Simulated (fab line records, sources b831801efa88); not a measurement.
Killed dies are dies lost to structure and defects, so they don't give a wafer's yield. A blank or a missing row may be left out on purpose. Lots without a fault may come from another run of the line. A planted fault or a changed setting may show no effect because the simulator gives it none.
Which tool did it? | flow sky130 | 24 lots, 72 wafers sampled, at 6 steps of a route of 708

WHAT THE GAUGES READ, wafer by wafer
The record holds no reading of a measuring or inspecting step that can be judged against a usual standard deviation.

WHICH TOOL RAN EACH LOT (tool, then ch and the chambers of the sampled wafers, then the start)
lot  | SKY_VIA1_ETCH_15                   | SKY_METAL2_DESCUM_17              | SKY_VIA2_ETCH_15                   | SKY_METAL3_SPUTTER_00        | SKY_METAL3_SPUTTER_02        | SKY_METAL3_SPUTTER_03
L074 | rie_diel-04 ch 0,1,3, day 34 20:55 | rie_metal-04 ch 0,1, day 36 01:13 | rie_diel-03 ch 0,1,3, day 37 05:16 | pvd_sputter-03, day 37 06:36 | pvd_sputter-03, day 37 06:39 | pvd_sputter-03, day 37 06:41
L075 | rie_diel-04 ch 0,3, day 35 03:58   | rie_metal-01 ch 0,1, day 36 08:52 | rie_diel-01 ch 0,1,3, day 37 12:49 | pvd_sputter-03, day 37 14:10 | pvd_sputter-03, day 37 14:13 | pvd_sputter-03, day 37 14:14
L076 | rie_diel-04 ch 0,2, day 35 14:10   | rie_metal-04 ch 0,1, day 36 18:56 | rie_diel-03 ch 0,1,2, day 37 22:38 | pvd_sputter-02, day 38 00:01 | pvd_sputter-02, day 38 00:04 | pvd_sputter-02, day 38 00:06
L077 | rie_diel-04 ch 0,1,2, day 35 22:14 | rie_metal-04 ch 0,1, day 37 02:47 | rie_diel-03 ch 0,2,3, day 38 06:19 | pvd_sputter-04, day 38 07:46 | pvd_sputter-04, day 38 07:49 | pvd_sputter-04, day 38 07:51
L078 | rie_diel-03 ch 0,1,3, day 36 07:37 | rie_metal-04 ch 0,1, day 37 12:04 | rie_diel-01 ch 0,2, day 38 15:49   | pvd_sputter-03, day 38 17:32 | pvd_sputter-03, day 38 17:35 | pvd_sputter-03, day 38 17:37
L079 | rie_diel-03 ch 1,2,3, day 36 11:02 | rie_metal-03 ch 0,1, day 37 15:41 | rie_diel-01 ch 0,2,3, day 38 19:34 | pvd_sputter-04, day 38 21:05 | pvd_sputter-04, day 38 21:08 | pvd_sputter-04, day 38 21:10
L080 | rie_diel-03 ch 0,3, day 36 18:37   | rie_metal-04 ch 0,1, day 37 22:10 | rie_diel-03 ch 0,1,2, day 39 01:38 | pvd_sputter-04, day 39 02:58 | pvd_sputter-04, day 39 03:01 | pvd_sputter-04, day 39 03:03
L081 | rie_diel-01 ch 0,1,2, day 37 03:55 | rie_metal-04 ch 0,1, day 38 09:04 | rie_diel-02 ch 1,2,3, day 39 11:58 | pvd_sputter-03, day 39 13:20 | pvd_sputter-03, day 39 13:23 | pvd_sputter-03, day 39 13:26
L082 | rie_diel-03 ch 0,1,3, day 37 13:11 | rie_metal-04 ch 0,1, day 38 17:19 | rie_diel-03 ch 0,2,3, day 39 19:55 | pvd_sputter-02, day 39 21:17 | pvd_sputter-02, day 39 21:20 | pvd_sputter-02, day 39 21:22
L083 | rie_diel-03 ch 0,1,2, day 37 16:28 | rie_metal-03 ch 0,1, day 38 20:32 | rie_diel-01 ch 0,1,3, day 39 23:43 | pvd_sputter-03, day 40 01:04 | pvd_sputter-03, day 40 01:07 | pvd_sputter-03, day 40 01:09
L084 | rie_diel-04 ch 2,3, day 37 23:55   | rie_metal-03 ch 0,1, day 39 03:24 | rie_diel-02 ch 0,3, day 40 05:53   | pvd_sputter-04, day 40 07:14 | pvd_sputter-04, day 40 07:17 | pvd_sputter-04, day 40 07:19
L085 | rie_diel-04 ch 2,3, day 38 12:47   | rie_metal-03 ch 0,1, day 39 15:10 | rie_diel-01 ch 0,1, day 40 17:56   | pvd_sputter-03, day 40 19:34 | pvd_sputter-03, day 40 19:37 | pvd_sputter-03, day 40 19:40
L086 | rie_diel-03 ch 0,1,3, day 38 14:55 | rie_metal-01 ch 0,1, day 39 17:45 | rie_diel-02 ch 2,3, day 40 19:59   | pvd_sputter-03, day 40 22:34 | pvd_sputter-03, day 40 22:36 | pvd_sputter-03, day 40 22:38
L087 | rie_diel-04 ch 1,2,3, day 39 03:46 | rie_metal-04 ch 0,1, day 40 06:12 | rie_diel-02 ch 2,3, day 41 08:16   | pvd_sputter-03, day 41 09:37 | pvd_sputter-03, day 41 09:39 | pvd_sputter-03, day 41 09:41
L088 | rie_diel-03 ch 0,1, day 39 05:50   | rie_metal-01 ch 0,1, day 40 08:45 | rie_diel-01 ch 0,1, day 41 10:43   | pvd_sputter-02, day 41 12:02 | pvd_sputter-02, day 41 12:05 | pvd_sputter-02, day 41 12:07
L089 | rie_diel-04 ch 0,1, day 39 13:05   | rie_metal-01 ch 0,1, day 40 16:06 | rie_diel-01 ch 0,3, day 41 18:25   | pvd_sputter-02, day 41 19:44 | pvd_sputter-02, day 41 19:47 | pvd_sputter-02, day 41 19:50
L090 | rie_diel-03 ch 1,3, day 39 15:10   | rie_metal-03 ch 1, day 40 17:01   | rie_diel-03 ch 0,3, day 41 19:56   | pvd_sputter-02, day 41 21:16 | pvd_sputter-02, day 41 21:19 | pvd_sputter-02, day 41 21:22
L091 | rie_diel-04 ch 1,2,3, day 40 03:07 | rie_metal-01 ch 0,1, day 41 04:52 | rie_diel-03 ch 0,1,3, day 42 06:37 | pvd_sputter-04, day 42 07:56 | pvd_sputter-04, day 42 07:59 | pvd_sputter-04, day 42 08:01
L092 | rie_diel-04 ch 0,1, day 40 15:28   | rie_metal-03 ch 0,1, day 41 17:55 | rie_diel-03 ch 0,3, day 42 19:41   | pvd_sputter-04, day 42 21:01 | pvd_sputter-04, day 42 21:04 | pvd_sputter-04, day 42 21:06
L093 | rie_diel-01 ch 2,3, day 40 16:29   | rie_metal-04 ch 0,1, day 41 19:40 | rie_diel-01 ch 1,2, day 42 20:59   | pvd_sputter-04, day 42 22:19 | pvd_sputter-04, day 42 22:22 | pvd_sputter-04, day 42 22:25
L094 | rie_diel-04 ch 1,3, day 40 19:41   | rie_metal-01 ch 0, day 41 22:16   | rie_diel-01 ch 0,1,3, day 43 00:02 | pvd_sputter-04, day 43 01:24 | pvd_sputter-04, day 43 01:26 | pvd_sputter-04, day 43 01:29
L095 | rie_diel-01 ch 0,2, day 41 02:13   | rie_metal-04 ch 0,1, day 42 04:43 | rie_diel-03 ch 1,2,3, day 43 06:14 | pvd_sputter-02, day 43 07:34 | pvd_sputter-02, day 43 07:37 | pvd_sputter-02, day 43 07:40
L096 | rie_diel-04 ch 0,3, day 41 12:50   | rie_metal-04 ch 0,1, day 42 14:24 | rie_diel-03 ch 0,3, day 43 15:17   | pvd_sputter-04, day 43 16:37 | pvd_sputter-04, day 43 16:40 | pvd_sputter-04, day 43 16:42
L097 | rie_diel-04 ch 0,2,3, day 41 21:01 | rie_metal-01 ch 0,1, day 42 22:35 | rie_diel-03 ch 0,1, day 43 23:08   | pvd_sputter-04, day 44 00:30 | pvd_sputter-04, day 44 00:33 | pvd_sputter-04, day 44 00:35
- SKY_VIA1_ETCH_15: etches SiO2 in C4F8/O2/Ar, stops on TiN, target depth 351 nm, time 54 s.
- SKY_METAL2_DESCUM_17: chemistry O2, time 8 s.
- SKY_VIA2_ETCH_15: etches SiO2 in C4F8/O2/Ar, stops on TiN, target depth 546 nm, time 84 s.
- SKY_METAL3_SPUTTER_00: material Ti, target thk 15 nm, time 10.27 s.
- SKY_METAL3_SPUTTER_02: material AlCu, target thk 735 nm, time 39.1 s.
- SKY_METAL3_SPUTTER_03: material Ti, target thk 5 nm, time 3.3 s.

WHAT THE TOOLS THEMSELVES READ (means of the sampled wafers that have a number; where no wafer has one, the mark that the record gives instead)
SKY_VIA1_ETCH_15.
lot  | tool        | bias_w (W) | oes_product_au (a.u.)
L074 | rie_diel-04 | 1196       | 0.984
L075 | rie_diel-04 | 1200       | 0.981
L076 | rie_diel-04 | 1202       | 0.979
L077 | rie_diel-04 | 1201       | 0.978
L078 | rie_diel-03 | 1201       | 0.985
L079 | rie_diel-03 | 1198       | 0.986
L080 | rie_diel-03 | 1199       | 0.981
L081 | rie_diel-01 | 1202       | 0.977
L082 | rie_diel-03 | 1201       | 0.981
L083 | rie_diel-03 | 1200       | 0.978
L084 | rie_diel-04 | 1203       | 0.982
L085 | rie_diel-04 | 1201       | 0.985
L086 | rie_diel-03 | 1202       | 0.984
L087 | rie_diel-04 | 1201       | 0.978
L088 | rie_diel-03 | 1203       | 0.981
L089 | rie_diel-04 | 1198       | 0.981
L090 | rie_diel-03 | 1200       | 0.983
L091 | rie_diel-04 | 1197       | 0.979
L092 | rie_diel-04 | 1200       | 0.974
L093 | rie_diel-01 | 1201       | 0.990
L094 | rie_diel-04 | 1202       | 0.979
L095 | rie_diel-01 | 1200       | 0.987
L096 | rie_diel-04 | 1196       | 0.978
L097 | rie_diel-04 | 1202       | 0.980

SKY_METAL2_DESCUM_17.
lot  | tool         | drypump_motor_current_A (A) | oes_product_au (a.u.)
L074 | rie_metal-04 | 5.6                         | 1.000
L075 | rie_metal-01 | 5.2                         | 1.007
L076 | rie_metal-04 | 5.6                         | 0.993
L077 | rie_metal-04 | 6.0                         | 0.997
L078 | rie_metal-04 | 6.0                         | 1.003
L079 | rie_metal-03 | 5.7                         | 1.006
L080 | rie_metal-04 | 6.0                         | 0.997
L081 | rie_metal-04 | 6.0                         | 1.002
L082 | rie_metal-04 | 6.0                         | 0.995
L083 | rie_metal-03 | 5.7                         | 1.006
L084 | rie_metal-03 | 5.4                         | 1.002
L085 | rie_metal-03 | 5.4                         | 1.004
L086 | rie_metal-01 | 5.5                         | 1.016
L087 | rie_metal-04 | 5.6                         | 0.993
L088 | rie_metal-01 | 5.2                         | 1.015
L089 | rie_metal-01 | 5.4                         | 1.012
L090 | rie_metal-03 | 6.1                         | 0.997
L091 | rie_metal-01 | 5.5                         | 1.013
L092 | rie_metal-03 | 5.8                         | 0.995
L093 | rie_metal-04 | 5.6                         | 0.999
L094 | rie_metal-01 | 5.6                         | 1.007
L095 | rie_metal-04 | 5.6                         | 0.996
L096 | rie_metal-04 | 5.6                         | 0.988
L097 | rie_metal-01 | 5.2                         | 1.009

SKY_VIA2_ETCH_15.
lot  | tool        | bias_w (W) | oes_product_au (a.u.)
L074 | rie_diel-03 | 1203       | 0.936
L075 | rie_diel-01 | 1201       | 0.942
L076 | rie_diel-03 | 1199       | 0.939
L077 | rie_diel-03 | 1200       | 0.937
L078 | rie_diel-01 | 1202       | 0.938
L079 | rie_diel-01 | 1202       | 0.942
L080 | rie_diel-03 | 1201       | 0.939
L081 | rie_diel-02 | 1201       | 0.939
L082 | rie_diel-03 | 1201       | 0.939
L083 | rie_diel-01 | 1203       | 0.943
L084 | rie_diel-02 | 1199       | 0.940
L085 | rie_diel-01 | 1196       | 0.937
L086 | rie_diel-02 | 1198       | 0.935
L087 | rie_diel-02 | 1199       | 0.935
L088 | rie_diel-01 | 1201       | 0.941
L089 | rie_diel-01 | 1200       | 0.938
L090 | rie_diel-03 | 1203       | 0.940
L091 | rie_diel-03 | 1198       | 0.939
L092 | rie_diel-03 | 1204       | 0.939
L093 | rie_diel-01 | 1197       | 0.942
L094 | rie_diel-01 | 1205       | 0.939
L095 | rie_diel-03 | 1201       | 0.938
L096 | rie_diel-03 | 1199       | 0.939
L097 | rie_diel-03 | 1200       | 0.942

SKY_METAL3_SPUTTER_00.
lot  | tool           | throttle_valve_pct (%)
L074 | pvd_sputter-03 | 29.1
L075 | pvd_sputter-03 | 28.7
L076 | pvd_sputter-02 | 29.8
L077 | pvd_sputter-04 | 31.0
L078 | pvd_sputter-03 | 30.4
L079 | pvd_sputter-04 | 30.7
L080 | pvd_sputter-04 | 30.5
L081 | pvd_sputter-03 | 28.8
L082 | pvd_sputter-02 | 29.8
L083 | pvd_sputter-03 | 29.0
L084 | pvd_sputter-04 | 30.8
L085 | pvd_sputter-03 | 28.6
L086 | pvd_sputter-03 | 30.0
L087 | pvd_sputter-03 | 29.5
L088 | pvd_sputter-02 | 29.6
L089 | pvd_sputter-02 | 29.3
L090 | pvd_sputter-02 | 29.1
L091 | pvd_sputter-04 | 30.3
L092 | pvd_sputter-04 | 30.2
L093 | pvd_sputter-04 | 30.1
L094 | pvd_sputter-04 | 30.8
L095 | pvd_sputter-02 | 29.9
L096 | pvd_sputter-04 | 30.3
L097 | pvd_sputter-04 | 30.2

SKY_METAL3_SPUTTER_02.
lot  | tool           | throttle_valve_pct (%)
L074 | pvd_sputter-03 | 29.0
L075 | pvd_sputter-03 | 28.7
L076 | pvd_sputter-02 | 29.8
L077 | pvd_sputter-04 | 31.0
L078 | pvd_sputter-03 | 30.4
L079 | pvd_sputter-04 | 30.6
L080 | pvd_sputter-04 | 30.4
L081 | pvd_sputter-03 | 28.8
L082 | pvd_sputter-02 | 29.9
L083 | pvd_sputter-03 | 29.2
L084 | pvd_sputter-04 | 30.6
L085 | pvd_sputter-03 | 28.6
L086 | pvd_sputter-03 | 29.9
L087 | pvd_sputter-03 | 29.4
L088 | pvd_sputter-02 | 29.5
L089 | pvd_sputter-02 | 29.7
L090 | pvd_sputter-02 | 28.9
L091 | pvd_sputter-04 | 30.2
L092 | pvd_sputter-04 | 30.1
L093 | pvd_sputter-04 | 30.3
L094 | pvd_sputter-04 | 30.6
L095 | pvd_sputter-02 | 29.9
L096 | pvd_sputter-04 | 30.2
L097 | pvd_sputter-04 | 30.1

SKY_METAL3_SPUTTER_03.
lot  | tool           | throttle_valve_pct (%)
L074 | pvd_sputter-03 | 29.2
L075 | pvd_sputter-03 | 28.5
L076 | pvd_sputter-02 | 29.8
L077 | pvd_sputter-04 | 31.1
L078 | pvd_sputter-03 | 30.4
L079 | pvd_sputter-04 | 30.5
L080 | pvd_sputter-04 | 30.5
L081 | pvd_sputter-03 | 29.0
L082 | pvd_sputter-02 | 29.9
L083 | pvd_sputter-03 | 29.1
L084 | pvd_sputter-04 | 30.6
L085 | pvd_sputter-03 | 28.7
L086 | pvd_sputter-03 | 30.0
L087 | pvd_sputter-03 | 29.4
L088 | pvd_sputter-02 | 29.7
L089 | pvd_sputter-02 | 29.4
L090 | pvd_sputter-02 | 29.0
L091 | pvd_sputter-04 | 30.3
L092 | pvd_sputter-04 | 30.1
L093 | pvd_sputter-04 | 30.2
L094 | pvd_sputter-04 | 30.7
L095 | pvd_sputter-02 | 29.9
L096 | pvd_sputter-04 | 30.2
L097 | pvd_sputter-04 | 30.2

THE ANSWER, worked out from the rows above alone
Rule: what is usual is taken from the lots themselves. Put in order of their means at a reading, lots are off if they are a third of the lots or fewer, leave a main group of 4 or more, and stand apart from it by a gap of 3 or more times the standard deviation of the main group's means; of several such gaps the widest counts. A main group whose means are all the same, to the digits that the tables above print for the reading, isn't used. A lot without any number at a reading at which 4 lots or more have one is off too. The other lots that the step has rows for count as sound. The gauges are gone through in route order, then the tools' own readings, and for those a lot's mean is taken as printed above. The first step at which some lot is off is used, and at that step the reading that is off furthest; a lot without a number counts as furthest.
No lot is off at any reading shown: from this, nothing can be told.

WHAT THE SIMULATOR HAD PUT IN
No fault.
